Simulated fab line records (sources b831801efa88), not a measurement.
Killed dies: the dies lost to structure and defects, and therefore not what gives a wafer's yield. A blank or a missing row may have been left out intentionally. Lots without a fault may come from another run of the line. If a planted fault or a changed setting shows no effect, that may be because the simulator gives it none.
fab line records ; flow sky130
record: lots: 12; wafers: 36; lastDay: 50
route steps=708 shown CAPM@537 VIA4@640 METAL5@663 PAD_OPEN@708
lots untouched by any fault: they come from a run of this same line in which no faults occurred
startH: hours from the record's opening day to when the first of the lot's shown wafers began ; waitH: hours elapsed since this lot's preceding step ; " as in the row above ; L1.1+2: a single row standing in for several wafers ; - either no value or no given start ; * or withheld: withheld ; < > ~ a bound
route shown NAME@n: a module of which the file shows steps, and the number in the route of the first ; usual: the fault-free wafers' mean and standard deviation ; same: alike in all rows ; chamber/n: place in a boat ; sites: the reading at each site ; _std_site: the values' standard deviation ; _edge_site: the outer-site mean with the inner-site mean subtracted ; radiusMm: for every site, how far away it sits from the centre of the wafer ; mask NAME#n: copy n ; behind: the most recent tool/chamber to have shaped the wafer ; hold: reason for holding the lot/hours on hold/outcome of the hold ; device: whichever transistor did not switch (one of n, p or np) ; end of line: the tests these same wafers got at the end of their route ; for a step that has no rows: nothing shown but its recipe ; killed: count of dies lost to structure and defects at first sort (not the wafer's yield) ; map: a wafer's dies, x killed, . not, _ none there
set.NAME: the setting as run; set.NAME@STEP: as run at that earlier step ; model.NAME: the simulator's own value behind a step, which no gauge read
one table for each step of the route and one row for each wafer, over a sample of lots
services: from which hour (startH, from the record's first day; less than 0 if before it) a tool's chamber was out of use, for how many hours, and why
== steps ==
step: SKY_CAPM_CVD_00
recipe: material: SiO2; targetThkNm: 15.5; tempC: 400; timeS: withheld; rfW: 450
usual: heaterPowerW: 663/73
lot.wafer;tool;chamber;startH;waitH;heaterPowerW
L229.3;pecvd-03;2;849.04;0.0;631
L229.5;pecvd-03;0;849.04;0.0;634
L229.6;pecvd-03;1;849.04;0.0;593
L230.2;pecvd-02;0;852.98;0.0;638
L230.4;pecvd-02;0;852.98;0.0;610
L230.6;pecvd-02;2;852.98;0.0;690
L233.2;pecvd-02;0;884.52;0.0;630
L233.5;pecvd-02;0;884.52;0.0;646
L233.6;pecvd-02;2;884.52;0.0;770
L237.1;pecvd-03;2;916.61;0.0;623
L237.2;pecvd-03;1;916.61;0.0;581
L237.4;pecvd-03;2;916.61;0.0;659
L238.1;pecvd-03;1;924.40;0.0;571
L238.2;pecvd-03;2;924.40;0.0;674
L238.4;pecvd-03;1;924.40;0.0;575
L239.1;pecvd-03;2;925.70;0.0;593
L239.4;pecvd-03;2;925.70;0.0;566
L239.5;pecvd-03;1;925.70;0.0;553
L244.1;pecvd-02;1;962.41;0.0;756
L244.4;pecvd-02;0;962.41;0.0;685
L244.5;pecvd-02;2;962.41;0.0;758
L248.3;pecvd-03;0;1019.65;0.0;667
L248.4;pecvd-03;2;1019.65;0.0;596
L248.6;pecvd-03;1;1019.65;0.0;543
L251.1;pecvd-02;2;1020.78;0.0;633
L251.2;pecvd-02;0;1020.78;0.0;673
L251.4;pecvd-02;2;1020.78;0.0;656
L249.1;pecvd-01;1;1021.61;0.0;665
L249.3;pecvd-01;0;1021.61;0.0;674
L249.6;pecvd-01;1;1021.61;0.0;660
L247.2;pecvd-03;0;1023.54;0.0;580
L247.5;pecvd-03;0;1023.54;0.0;562
L247.6;pecvd-03;1;1023.54;0.0;608
L250.2;pecvd-02;0;1027.42;0.0;650
L250.3;pecvd-02;2;1027.42;0.0;709
L250.4;pecvd-02;0;1027.42;0.0;664
step: SKY_VIA4_THK_MEAS_01
recipe: reads: SiO2_of_VIA4_HDPCVD_00
usual: VIA4_HDPCVD_THK: 1743/17
lot.wafer;tool;chamber;startH;waitH;VIA4_HDPCVD_THK[nm]
L229.3;filmMetro-01;-;980.32;0.1;1723
L229.5;filmMetro-01;-;980.32;0.1;1734
L229.6;filmMetro-01;-;980.32;0.1;1743
L230.2;filmMetro-03;-;984.53;0.1;1741
L230.4;filmMetro-03;-;984.53;0.1;1735
L230.6;filmMetro-03;-;984.53;0.1;1757
L233.2;filmMetro-03;-;1012.27;0.1;1748
L233.5;filmMetro-03;-;1012.27;0.1;1735
L233.6;filmMetro-03;-;1012.27;0.1;1751
L237.1;filmMetro-03;-;1040.19;0.1;1742
L237.2;filmMetro-03;-;1040.19;0.1;1752
L237.4;filmMetro-03;-;1040.19;0.1;1753
L238.1;filmMetro-03;-;1048.01;0.1;1739
L238.2;filmMetro-03;-;1048.01;0.1;1740
L238.4;filmMetro-03;-;1048.01;0.1;1729
L239.1;filmMetro-03;-;1049.58;0.2;1742
L239.4;filmMetro-03;-;1049.58;0.2;1758
L239.5;filmMetro-03;-;1049.58;0.2;1760
L244.1;filmMetro-01;-;1080.24;0.1;1732
L244.4;filmMetro-01;-;1080.24;0.1;1741
L244.5;filmMetro-01;-;1080.24;0.1;1762
L248.3;filmMetro-04;-;1128.06;0.1;1700
L248.4;filmMetro-04;-;1128.06;0.1;1710
L248.6;filmMetro-04;-;1128.06;0.1;1764
L251.1;filmMetro-04;-;1130.27;0.1;1753
L251.2;filmMetro-04;-;1130.27;0.1;1734
L251.4;filmMetro-04;-;1130.27;0.1;1754
L249.1;filmMetro-01;-;1131.36;0.4;1731
L249.3;filmMetro-01;-;1131.36;0.4;1695
L249.6;filmMetro-01;-;1131.36;0.4;1716
L247.2;filmMetro-04;-;1132.54;0.1;1720
L247.5;filmMetro-04;-;1132.54;0.1;1748
L247.6;filmMetro-04;-;1132.54;0.1;1740
L250.2;filmMetro-01;-;1137.06;0.4;1749
L250.3;filmMetro-01;-;1137.06;0.4;1738
L250.4;filmMetro-01;-;1137.06;0.4;1748
step: SKY_METAL5_SPUTTER_02
recipe: material: AlCu; targetThkNm: 1150; powerW: 10600; timeS: 61.2; chamberPressurePa: 0.4
usual: cathodeDcPowerW: 10600/2; throttleValvePct: 30.1/0.64
lot.wafer;tool;chamber;startH;waitH;cathodeDcPowerW;throttleValvePct
L229.3;pvdSputter-03;-;1005.20;0.0;10599;29.9
L229.5;pvdSputter-03;-;1005.20;0.0;10598;30.7
L229.6;pvdSputter-03;-;1005.20;0.0;10601;30.2
L230.2;pvdSputter-02;-;1008.68;0.0;10600;29.1
L230.4;pvdSputter-02;-;1008.68;0.0;10597;31.3
L230.6;pvdSputter-02;-;1008.68;0.0;10603;31.7
L233.2;pvdSputter-03;-;1035.98;0.0;10599;30.1
L233.5;pvdSputter-03;-;1035.98;0.0;10598;29.6
L233.6;pvdSputter-03;-;1035.98;0.0;10602;30.0
L237.1;pvdSputter-04;-;1063.37;0.0;10603;30.6
L237.2;pvdSputter-04;-;1063.37;0.0;10599;30.7
L237.4;pvdSputter-04;-;1063.37;0.0;10599;31.0
L238.1;pvdSputter-03;-;1071.18;0.0;10603;29.6
L238.2;pvdSputter-03;-;1071.18;0.0;10597;30.6
L238.4;pvdSputter-03;-;1071.18;0.0;10600;29.8
L239.1;pvdSputter-04;-;1072.78;0.0;10600;29.4
L239.4;pvdSputter-04;-;1072.78;0.0;10606;30.8
L239.5;pvdSputter-04;-;1072.78;0.0;10602;31.0
L244.1;pvdSputter-03;-;1102.15;0.0;10598;30.0
L244.4;pvdSputter-03;-;1102.15;0.0;10599;29.8
L244.5;pvdSputter-03;-;1102.15;0.0;10599;29.8
L248.3;pvdSputter-03;-;1147.59;0.0;10598;30.0
L248.4;pvdSputter-03;-;1147.59;0.0;10601;29.9
L248.6;pvdSputter-03;-;1147.59;0.0;10600;29.8
L251.1;pvdSputter-04;-;1149.39;0.0;10601;30.9
L251.2;pvdSputter-04;-;1149.39;0.0;10599;29.3
L251.4;pvdSputter-04;-;1149.39;0.0;10601;30.7
L249.1;pvdSputter-04;-;1151.64;0.0;10598;29.2
L249.3;pvdSputter-04;-;1151.64;0.0;10597;31.0
L249.6;pvdSputter-04;-;1151.64;0.0;10601;29.4
L247.2;pvdSputter-02;-;1152.23;0.0;10600;30.8
L247.5;pvdSputter-02;-;1152.23;0.0;10599;29.6
L247.6;pvdSputter-02;-;1152.23;0.0;10598;31.4
L250.2;pvdSputter-04;-;1156.60;0.0;10600;30.8
L250.3;pvdSputter-04;-;1156.60;0.0;10599;30.8
L250.4;pvdSputter-04;-;1156.60;0.0;10597;29.4
step: SKY_METAL5_METAL_ETCH_15
recipe: targetDepthA: 12600; stopOn: SiO2; overEtchFrac: 0.2; timeS: 252; chemistry: Cl2/BCl3; resistSidewallDeg: 86; pressureMtorr: 10; icpW: 900; biasW: 48.5; Cl2_flow_sccm: 60; bcl3FlowSccm: 30
usual: drypumpMotorCurrentA: 6.1/0.51; oesProductAu: 0.894/0.0047; throttleValvePct: 22.263/0.0094
lot.wafer;tool;chamber;startH;waitH;drypumpMotorCurrentA;oesProductAu;rfHoursCounterH;throttleValvePct
L229.3;rieMetal-04;0;1028.09;0.1;5.7;0.891;-;22.266
L229.5;rieMetal-04;1;1028.09;0.1;6.4;0.894;-;22.259
L229.6;rieMetal-04;0;1028.09;0.1;5.8;0.890;-;22.262
L230.2;rieMetal-04;0;1030.81;0.0;5.8;0.896;18;22.264
L230.4;rieMetal-04;0;1030.81;0.0;5.8;0.894;-;22.256
L230.6;rieMetal-04;0;1030.81;0.0;5.8;0.897;-;22.261
L233.2;rieMetal-02;0;1057.41;0.0;6.6;0.887;13;22.268
L233.5;rieMetal-02;0;1057.41;0.0;6.6;0.896;-;22.251
L233.6;rieMetal-02;1;1057.41;0.0;6.6;0.893;-;22.258
L237.1;rieMetal-04;1;1084.34;0.0;6.4;0.886;13;22.260
L237.2;rieMetal-04;0;1084.34;0.0;5.8;0.903;21;22.279
L237.4;rieMetal-04;1;1084.34;0.0;6.4;0.893;-;22.268
L238.1;rieMetal-02;0;1091.39;0.0;6.6;0.900;15;22.261
L238.2;rieMetal-02;1;1091.39;0.0;6.5;0.893;11;22.273
L238.4;rieMetal-02;0;1091.39;0.0;6.6;0.888;-;22.270
L239.1;rieMetal-02;0;1093.59;0.0;6.6;0.890;16;22.274
L239.4;rieMetal-02;1;1093.59;0.0;6.6;0.892;-;22.268
L239.5;rieMetal-02;0;1093.59;0.0;6.6;0.890;-;22.258
L244.1;rieMetal-01;1;1121.86;0.0;5.0;0.889;15;22.261
L244.4;rieMetal-01;1;1121.86;0.0;5.0;0.891;-;22.248
L244.5;rieMetal-01;1;1121.86;0.0;5.0;0.901;-;22.273
L248.3;rieMetal-04;0;1165.09;0.1;5.8;0.898;-;22.270
L248.4;rieMetal-04;1;1165.09;0.1;6.3;0.898;-;22.248
L248.6;rieMetal-04;1;1165.09;0.1;6.3;0.899;-;22.258
L251.1;rieMetal-04;1;1166.27;0.0;6.4;0.899;19;22.269
L251.2;rieMetal-04;0;1166.27;0.0;5.7;0.893;26;22.259
L251.4;rieMetal-04;1;1166.27;0.0;6.4;0.901;-;22.268
L249.1;rieMetal-01;1;1168.52;0.0;5.0;0.894;19;22.266
L249.3;rieMetal-01;0;1168.52;0.0;5.7;0.890;-;22.268
L249.6;rieMetal-01;0;1168.52;0.0;5.7;0.892;-;22.276
L247.2;rieMetal-02;0;1168.86;0.0;6.6;0.884;23;22.270
L247.5;rieMetal-02;0;1168.86;0.0;6.6;0.887;-;22.266
L247.6;rieMetal-02;1;1168.86;0.0;6.5;0.895;-;22.254
L250.2;rieMetal-04;1;1173.49;0.0;6.3;0.898;20;22.256
L250.3;rieMetal-04;0;1173.49;0.0;5.7;0.898;-;22.270
L250.4;rieMetal-04;1;1173.49;0.0;6.3;0.897;-;22.280
step: SKY_PAD_OPEN_PROBE_99
usual: defectLimitedYield: 82.3/2; killed_at_M0_to_M3: 43/6.8; killed_at_M4_up: 3.2/1.9; killedAtContacts: 24/5; killedAtFrontEnd: 16/4.9; killedAtOther: 0.4/0.76; killedDies: 87/10; killedOnRim: 17/3.9; killedOpen: 47/7.3; killedShort: 39/6.2; sort_bin_3_pad_short: 0.9/0.4; sort_bin_5_function: 10.5/1.5; sort_bin_6_memory: 6.4/1.2; sortNPass: 405/10; sortYieldPct: 82.3/2
same: grossDies: 492; killedAtBackSide: 0; sort_bin_4_leakage[%]: 0; sort_bin_8_speed[%]: 0
lot.wafer;tool;chamber;startH;waitH;defectLimitedYield[%];killed_at_M0_to_M3;killed_at_M4_up;killedAtContacts;killedAtFrontEnd;killedAtOther;killedDies;killedOnRim;killedOpen;killedShort;sort_bin_3_pad_short[%];sort_bin_5_function[%];sort_bin_6_memory[%];sortNPass;sortYieldPct[%]
L229.3;prober-01;-;1074.42;0.2;84.3;46;2;18;11;0;77;12;46;31;0.4;8.7;6.5;415;84.3
L229.5;prober-01;-;1074.52;0.2;79.3;50;7;25;19;1;102;20;49;53;0.8;12.0;7.9;390;79.3
L229.6;prober-01;-;1074.57;0.2;82.9;38;2;28;16;0;84;17;52;32;0.2;10.6;6.3;408;82.9
L233.2;prober-01;-;1102.55;0.1;79.3;42;4;33;23;0;102;24;41;61;1.0;11.8;7.9;390;79.3
L233.5;prober-01;-;1102.70;0.2;80.5;45;3;27;21;0;96;15;52;44;1.4;9.8;8.3;396;80.5
L233.6;prober-01;-;1102.75;0.2;81.7;42;8;26;14;0;90;20;49;40;0.2;10.4;7.7;402;81.7
L237.1;prober-01;-;1126.85;0.1;75.0;27;5;24;15;52;123;21;40;31;2.6;15.4;6.9;369;75.0
L237.2;prober-01;-;1126.90;0.1;81.7;42;1;28;19;0;90;15;47;43;1.0;10.8;6.5;402;81.7
L237.4;prober-01;-;1127.00;0.2;77.0;29;3;25;10;46;113;13;32;35;2.4;13.6;6.9;379;77.0
L238.1;prober-02;-;1134.33;0.1;78.9;58;3;28;15;0;104;24;48;56;0.6;13.2;7.3;388;78.9
L238.2;prober-02;-;1134.38;0.1;72.2;37;2;27;17;54;137;16;41;42;3.5;17.5;6.9;355;72.2
L238.4;prober-02;-;1134.48;0.2;79.1;55;1;30;17;0;103;18;58;45;1.8;11.4;7.7;389;79.1
L239.1;prober-01;-;1135.59;0.1;75.4;43;2;19;18;39;121;22;42;40;1.8;14.8;7.9;371;75.4
L239.4;prober-01;-;1135.74;0.2;73.0;45;2;22;23;41;133;18;55;37;4.1;17.7;5.3;359;73.0
L239.5;prober-01;-;1135.79;0.2;83.5;42;4;24;10;1;81;17;49;32;0.6;9.1;6.7;411;83.5
L244.1;prober-02;-;1161.70;0.1;81.3;37;6;36;12;1;92;29;54;38;1.0;11.2;6.5;400;81.3
L244.4;prober-02;-;1161.85;0.2;84.3;41;3;22;11;0;77;14;43;34;0.2;10.0;5.5;415;84.3
L244.5;prober-02;-;1161.90;0.2;81.3;48;2;19;23;0;92;14;49;43;0.8;11.6;6.3;400;81.3
L248.3;prober-01;-;1201.06;0.2;82.9;42;4;24;14;0;84;14;57;27;1.4;10.8;4.9;408;82.9
L248.4;prober-01;-;1201.11;0.2;84.8;34;1;19;21;0;75;18;35;40;1.0;8.9;5.3;417;84.8
L248.6;prober-01;-;1201.21;0.2;88.0;22;3;25;9;0;59;8;36;23;0.6;6.1;5.3;433;88.0
L249.1;prober-01;-;1203.69;0.1;84.1;44;2;23;9;0;78;11;43;35;1.2;9.8;4.9;414;84.1
L249.3;prober-01;-;1203.79;0.2;84.3;38;2;25;12;0;77;13;32;45;0.6;9.3;5.7;415;84.3
L249.6;prober-01;-;1203.94;0.2;85.6;37;4;18;12;0;71;17;37;34;0.2;8.3;5.9;421;85.6
killed by level:class
L229.3 VIA1:geometricParticle:open=9 VIA2:geometricParticle:open=9 POLY_GATE:geometricParticle:open=6 METAL2:geometricParticle:short=6 LI_CONTACT:geometricParticle:open=5 CONTACT:geometricParticle:open=5 VIA3:geometricParticle:open=5 LOCAL_INTERCONNECT:geometricParticle:short=4
L229.5 CONTACT:geometricParticle:open=9 VIA1:geometricParticle:open=9 METAL2:geometricParticle:short=8 POLY_GATE:geometricParticle:open=7 VIA1:geometricParticle:short=7 LI_CONTACT:geometricParticle:open=6 CONTACT:geometricParticle:short=6 METAL1:geometricParticle:short=6
L229.6 CONTACT:geometricParticle:open=18 VIA1:geometricParticle:open=11 FIELD_ISO:geometricParticle:open=7 METAL1:geometricParticle:short=5 CONTACT:geometricParticle:short=4 METAL2:geometricParticle:short=4 VIA2:geometricParticle:open=4 POLY_GATE:geometricParticle:open=3
L233.2 VIA1:geometricParticle:open=9 METAL2:geometricParticle:short=9 FIELD_ISO:geometricParticle:short=8 CONTACT:geometricParticle:open=8 CONTACT:geometricParticle:short=7 LI_CONTACT:geometricParticle:short=7 LI_CONTACT:geometricParticle:open=7 METAL1:geometricParticle:short=6
L233.5 CONTACT:geometricParticle:open=12 VIA1:geometricParticle:open=11 FIELD_ISO:geometricParticle:short=8 VIA2:geometricParticle:open=8 METAL1:geometricParticle:short=7 FIELD_ISO:geometricParticle:open=6 METAL2:geometricParticle:short=5 CONTACT:geometricParticle:short=4
L233.6 VIA1:geometricParticle:open=15 CONTACT:geometricParticle:open=8 CONTACT:geometricParticle:short=7 METAL4:geometricParticle:short=7 METAL2:geometricParticle:short=6 VIA2:geometricParticle:open=6 LI_CONTACT:geometricParticle:open=5 VIA1:geometricParticle:short=3
L237.1 CAPM:unspecified=52 LI_CONTACT:geometricParticle:open=8 CONTACT:geometricParticle:open=7 VIA1:geometricParticle:open=7 POLY_GATE:geometricParticle:short=5 FIELD_ISO:geometricParticle:open=4 CONTACT:geometricParticle:short=4 VIA2:geometricParticle:open=4
L237.2 VIA1:geometricParticle:open=15 CONTACT:geometricParticle:open=8 LI_CONTACT:geometricParticle:open=7 METAL2:geometricParticle:short=6 METAL1:geometricParticle:short=6 POLY_GATE:geometricParticle:short=5 POLY_GATE:geometricParticle:open=4 CONTACT:geometricParticle:short=4
L237.4 CAPM:unspecified=46 LOCAL_INTERCONNECT:geometricParticle:short=8 CONTACT:geometricParticle:open=7 VIA2:geometricParticle:open=6 VIA1:geometricParticle:open=5 FIELD_ISO:geometricParticle:short=4 LI_CONTACT:geometricParticle:open=4 METAL2:geometricParticle:short=4
L238.1 METAL1:geometricParticle:short=12 LI_CONTACT:geometricParticle:open=9 VIA1:geometricParticle:open=9 VIA2:geometricParticle:open=8 VIA2:geometricParticle:short=6 CONTACT:geometricParticle:open=6 FIELD_ISO:geometricParticle:short=5 LOCAL_INTERCONNECT:geometricParticle:short=5
L238.2 CAPM:unspecified=54 VIA1:geometricParticle:open=9 LOCAL_INTERCONNECT:geometricParticle:short=8 CONTACT:geometricParticle:open=8 METAL1:geometricParticle:short=7 LI_CONTACT:geometricParticle:open=6 POLY_GATE:geometricParticle:short=5 VIA2:geometricParticle:open=5
L238.4 VIA1:geometricParticle:open=18 LI_CONTACT:geometricParticle:open=9 CONTACT:geometricParticle:open=9 CONTACT:geometricParticle:short=7 VIA3:geometricParticle:short=7 POLY_GATE:geometricParticle:short=4 METAL3:geometricParticle:short=4 VIA3:geometricParticle:open=4
L239.1 CAPM:unspecified=39 FIELD_ISO:geometricParticle:short=9 VIA2:geometricParticle:open=9 VIA1:geometricParticle:open=8 CONTACT:geometricParticle:open=7 METAL2:geometricParticle:short=7 VIA3:geometricParticle:open=6 FIELD_ISO:geometricParticle:open=5
L239.4 CAPM:unspecified=41 CONTACT:geometricParticle:open=12 VIA3:geometricParticle:open=10 METAL3:geometricParticle:short=7 FIELD_ISO:geometricParticle:open=6 METAL2:geometricParticle:open=6 FIELD_ISO:geometricParticle:short=5 LI_CONTACT:geometricParticle:open=5
L239.5 CONTACT:geometricParticle:open=12 VIA2:geometricParticle:open=8 METAL2:geometricParticle:short=8 LI_CONTACT:geometricParticle:open=7 VIA3:geometricParticle:open=7 VIA1:geometricParticle:open=6 FIELD_ISO:geometricParticle:short=5 METAL4:geometricParticle:short=4
L244.1 LI_CONTACT:geometricParticle:open=13 CONTACT:geometricParticle:open=13 VIA1:geometricParticle:open=11 METAL1:geometricParticle:short=8 CONTACT:geometricParticle:short=6 FIELD_ISO:geometricParticle:short=5 VIA2:geometricParticle:open=4 METAL2:geometricParticle:short=4
L244.4 VIA2:geometricParticle:open=10 VIA1:geometricParticle:open=9 CONTACT:geometricParticle:open=8 METAL1:geometricParticle:short=7 VIA3:geometricParticle:open=5 LOCAL_INTERCONNECT:geometricParticle:short=5 POLY_GATE:geometricParticle:short=4 LI_CONTACT:geometricParticle:open=4
L244.5 VIA1:geometricParticle:open=14 VIA3:geometricParticle:short=7 CONTACT:geometricParticle:open=7 FIELD_ISO:geometricParticle:short=6 FIELD_ISO:geometricParticle:open=5 LI_CONTACT:geometricParticle:open=5 POLY_GATE:geometricParticle:open=5 METAL1:geometricParticle:short=5
L248.3 VIA1:geometricParticle:open=10 CONTACT:geometricParticle:open=10 FIELD_ISO:geometricParticle:open=8 VIA2:geometricParticle:open=8 LI_CONTACT:geometricParticle:open=6 VIA3:geometricParticle:open=5 METAL1:geometricParticle:open=4 VIA3:geometricParticle:short=4
L248.4 FIELD_ISO:geometricParticle:short=7 CONTACT:geometricParticle:open=7 FIELD_ISO:geometricParticle:open=6 VIA1:geometricParticle:open=6 METAL2:geometricParticle:short=6 VIA3:geometricParticle:open=5 POLY_GATE:geometricParticle:short=4 LOCAL_INTERCONNECT:geometricParticle:short=4
L248.6 CONTACT:geometricParticle:open=13 VIA1:geometricParticle:open=6 LI_CONTACT:geometricParticle:open=5 LOCAL_INTERCONNECT:geometricParticle:short=4 FIELD_ISO:geometricParticle:short=3 CONTACT:geometricParticle:short=3 VIA3:geometricParticle:open=3 VIA2:geometricParticle:open=3
L249.1 VIA1:geometricParticle:open=9 VIA3:geometricParticle:open=8 LI_CONTACT:geometricParticle:open=7 LOCAL_INTERCONNECT:geometricParticle:short=6 CONTACT:geometricParticle:open=5 METAL1:geometricParticle:short=5 METAL3:geometricParticle:short=5 FIELD_ISO:geometricParticle:open=4
L249.3 METAL1:geometricParticle:short=10 CONTACT:geometricParticle:open=9 LI_CONTACT:geometricParticle:open=7 FIELD_ISO:geometricParticle:short=6 VIA1:geometricParticle:short=6 VIA1:geometricParticle:open=5 METAL2:geometricParticle:short=5 POLY_GATE:geometricParticle:short=4
L249.6 VIA1:geometricParticle:open=8 CONTACT:geometricParticle:open=6 FIELD_ISO:geometricParticle:open=5 LOCAL_INTERCONNECT:geometricParticle:short=5 VIA1:geometricParticle:short=5 METAL2:geometricParticle:short=5 POLY_GATE:geometricParticle:open=4 CONTACT:geometricParticle:short=4
== services ==
tool;chamber;startH;hours;kind
pvdSputter-04;-;848.46;4.0;repair
pvdSputter-04;-;848.78;3.6;repair
pvdSputter-03;-;904.31;11.2;repair
pecvd-03;0;916.35;21.4;repair
rieMetal-02;0;934.78;5.6;repair
rieMetal-02;1;946.32;1.4;repair
pecvd-02;-;959.92;0.8;repair
pvdSputter-04;-;988.84;52.3;repair
pecvd-03;-;1027.98;0.6;repair
rieMetal-04;0;1043.23;22.2;repair
rieMetal-02;-;1053.13;0.3;repair
pecvd-02;-;1068.39;14.6;pm
rieMetal-01;-;1093.02;2.8;pm
pvdSputter-04;-;1108.19;9.8;repair
pecvd-02;-;1118.79;4.2;repair
pecvd-03;-;1118.80;6.0;pm
pvdSputter-02;-;1124.34;0.6;repair
pecvd-03;-;1127.21;0.8;repair
pecvd-03;2;1138.12;4.3;repair
pvdSputter-04;-;1138.74;2.5;repair
pecvd-02;0;1139.44;4.7;repair
pvdSputter-03;-;1151.14;3.7;repair
pecvd-03;2;1151.82;5.3;repair
pecvd-02;1;1163.96;5.4;repair
== key ==
firstSign: step: SKY_PAD_OPEN_PROBE_99; reading: killedAtOther; direction: up; sigmas: 46; usual: 0.4; struck: 46.4
effect: step: SKY_PAD_OPEN_PROBE_99; reading: sort_bin_3_pad_short; direction: up; sigmas: 5.1; usual: 0.9; struck: 2.9
metAt SKY_CAPM_CVD_00
struckLots L237,L238,L239
struckWafers L237.1,L237.4,L238.2,L239.1,L239.4
notActingAt SKY_VIA4_THK_MEAS_01,SKY_METAL5_SPUTTER_02,SKY_METAL5_METAL_ETCH_15
onsetBetween 849.04 916.61
fault: kind: chamberParticleSource; tool: pecvd-03; chamber: 2; onsetH: 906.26; steps: SKY_CAPM_CVD_00; ratePerVisitCm2: 0.61653; endH: 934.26
